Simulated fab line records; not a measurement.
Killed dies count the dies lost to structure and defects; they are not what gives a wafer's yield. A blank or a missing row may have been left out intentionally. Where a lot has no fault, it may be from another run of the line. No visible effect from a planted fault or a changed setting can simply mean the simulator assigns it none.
Check of tool commonality | flow gf180mcu | Sample size 11 lots and 33 wafers

== WHAT PROMPTED THE OPENING ==
Of 11 lots, 2 have the reading STI_CVD_03_THK flagged at GF_STI_THK_MEAS_04. Wafers without a fault read 207.2 nm, standard deviation 1.7.
Rule: a lot gets a flag if all its wafers with a number sit over 4 standard deviations from that mean, or if no wafer of it has a number. The other lots count as sound.

lot  | measured    | on            | STI_CVD_03_THK (nm), wafer by wafer | flag
L112 | day 1 14:13 | film_metro-01 | 207.8 204.2 207.0                   |
L113 | day 1 18:34 | film_metro-01 | 208.8 207.5 208.0                   |
L114 | day 1 23:34 | film_metro-01 | 208.6 208.3 209.3                   |
L118 | day 3 00:20 | film_metro-02 | 207.7 207.8 208.2                   |
L125 | day 4 06:35 | film_metro-04 | 208.5 206.2 206.9                   |
L126 | day 4 12:12 | film_metro-01 | 199.9 190.9 179.1                   | FLAGGED
L128 | day 4 21:35 | film_metro-01 | 185.6 192.5 196.9                   | FLAGGED
L129 | day 5 02:34 | film_metro-01 | 205.9 206.9 204.8                   |
L130 | day 5 07:34 | film_metro-02 | 208.6 209.1 208.1                   |
L132 | day 5 17:55 | film_metro-04 | 207.2 206.2 208.1                   |
L134 | day 6 03:34 | film_metro-01 | 207.6 207.7 206.8                   |
The mean of the flagged lots' numbers is 190.8 nm, -16.4 nm from the usual (-10 standard deviations).

== WHICH TOOL EACH LOT WENT THROUGH ==
The record keeps 1 process step preceding the reading, out of 602 steps on the route. Each cell gives the tool, then ch followed by the chambers the sampled wafers passed through, then the start.
lot  | flag    | GF_STI_CVD_03
L112 |         | lpcvd-01 ch 0, day 1 12:13
L113 |         | lpcvd-02 ch 1, day 1 16:34
L114 |         | lpcvd-02 ch 0, day 1 21:34
L118 |         | lpcvd-02 ch 1, day 2 22:19
L125 |         | lpcvd-02 ch 0, day 4 04:34
L126 | FLAGGED | lpcvd-02 ch 1, day 4 10:13
L128 | FLAGGED | lpcvd-02 ch 1, day 4 19:34
L129 |         | lpcvd-01 ch 0, day 5 00:34
L130 |         | lpcvd-01 ch 0, day 5 05:34
L132 |         | lpcvd-01 ch 0, day 5 15:52
L134 |         | lpcvd-01 ch 0, day 6 01:34
What is done by these steps:
- GF_STI_CVD_03: deposits Si3N4 from DCS/NH3, target thk 207.16 nm, time 3551 s.
- GF_STI_THK_MEAS_04

== FLAGGED OVER TOTAL, TOOL BY TOOL (the gauges that took the reading come last) ==
step               | tool          | lots run | flagged | share of the flagged lots | sound lots run after its first flagged lot
GF_STI_CVD_03      | lpcvd-01      | 5        | 0       | none                      | -
GF_STI_CVD_03      | lpcvd-02      | 6        | 2       | all                       | 0
GF_STI_THK_MEAS_04 | film_metro-01 | 7        | 2       | all                       | 2 (L129,L134)
GF_STI_THK_MEAS_04 | film_metro-02 | 2        | 0       | none                      | -
GF_STI_THK_MEAS_04 | film_metro-04 | 2        | 0       | none                      | -

== THE TABLE: WHAT IT ALLOWS ==
Rows of the table that ran all the flagged lots, 2 in number: lpcvd-02 at GF_STI_CVD_03; film_metro-01 at GF_STI_THK_MEAS_04.
- lpcvd-02 at GF_STI_CVD_03 ran 6 lots, 2 of them flagged. It ran its last sound lot, L125, at day 4 04:34 and its first flagged lot, L126, at day 4 10:13: a fault with its onset between the two fits. Its own readings lie more than 4 standard deviations out on every wafer of the flagged lots: spike_tc_centre_C, zone_power_centre_pct, zone_power_upper_pct.
- film_metro-01 at GF_STI_THK_MEAS_04 ran 7 lots, 2 of them flagged. Lots that were sound ran on it after the first flagged one (L129, L134); a persistent fault on the entire tool would not allow that.
lpcvd-02 at GF_STI_CVD_03 is the single tool remaining.

== WHAT THE SIMULATOR HAD INSERTED ==
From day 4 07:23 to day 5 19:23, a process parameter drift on lpcvd-02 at GF_STI_CVD_03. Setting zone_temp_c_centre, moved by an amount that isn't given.
Struck lots among those shown: L126, L128. This agrees with what the rule above found.
